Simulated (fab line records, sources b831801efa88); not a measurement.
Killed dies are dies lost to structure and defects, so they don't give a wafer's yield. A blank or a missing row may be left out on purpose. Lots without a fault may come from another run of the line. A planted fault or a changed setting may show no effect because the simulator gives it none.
One fault seen from 2 desks | flow gf180mcu | each desk has only its own numbers; what lay behind them comes last

THE TOOL OWNER'S DESK: litho_track-04
The tool's own readings at GF_HV_LDD_HMDS_25 (prime time 60 s): means of the sampled wafers that have a number, for each lot that ran on this tool. A lot is out of limits, marked OUT, if its mean lies more than 4 standard deviations from the usual mean; the brackets give that distance.
Columns: A = exhaust_pa at GF_HV_LDD_HMDS_25, usual 45.1 Pa; B = prime_temp_c at GF_HV_LDD_HMDS_25, usual 119.99 C
lot  | first seen here | A    | B
L959 | day 13 22:38    | 44.7 | 122.45 (+19) OUT
L961 | day 14 11:50    | 44.1 | 122.51 (+19) OUT
L971 | day 17 20:48    | 44.8 | 119.91
L972 | day 18 02:44    | 45.7 | 119.98
L973 | day 18 09:50    | 44.8 | 119.94
This desk's finding: out of limits on L959, L961; first on L959, day 13 22:38 (prime_temp_c at GF_HV_LDD_HMDS_25). In limits: L971, L972, L973.

THE METROLOGY DESK
What the gauges read, lot by lot, whatever tool the lot ran on: means of the sampled wafers that have a number. A lot is out of limits, marked OUT, if its mean lies more than 4 standard deviations from the usual mean; the brackets give that distance.
Columns: A = cd_nm at GF_SAB_CD_MEAS_09, usual 420.1 nm
lot  | first seen here | A
L950 | day 15 08:24    | 423.5
L952 | day 16 00:05    | 421.5
L955 | day 16 18:31    | 418.5
L956 | day 17 03:27    | 418.7
L959 | day 18 07:05    | 421.8
L960 | day 18 13:45    | 419.4
L961 | day 18 23:47    | 422.8
L962 | day 19 07:52    | 423.2
L964 | day 20 02:06    | 422.3
L967 | day 21 04:20    | 421.4
L970 | day 22 03:33    | 416.4
L971 | day 22 13:54    | 423.6
L972 | day 22 19:20    | 418.6
L973 | day 23 02:44    | 420.4
This desk's finding: nothing out of limits on any of the 14 lots.

PUT TOGETHER
The tool owner's desk could have raised an alarm at day 13 22:38, on L959, L961.
The metrology desk saw nothing out of limits.
The metrology desk has L959, L961 on record, within its limits.
Of the lots named, all ran GF_HV_LDD_HMDS_25 on litho_track-04.

WHAT THE SIMULATOR HAD PUT IN
Process parameter drift: litho_track-04, from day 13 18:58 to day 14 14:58, at GF_HV_LDD_HMDS_25. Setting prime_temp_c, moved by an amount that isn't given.
Lots struck among those shown: L959, L961.
Hours from the fault's start to each desk's first reading out of limits: the tool owner's desk, 4.
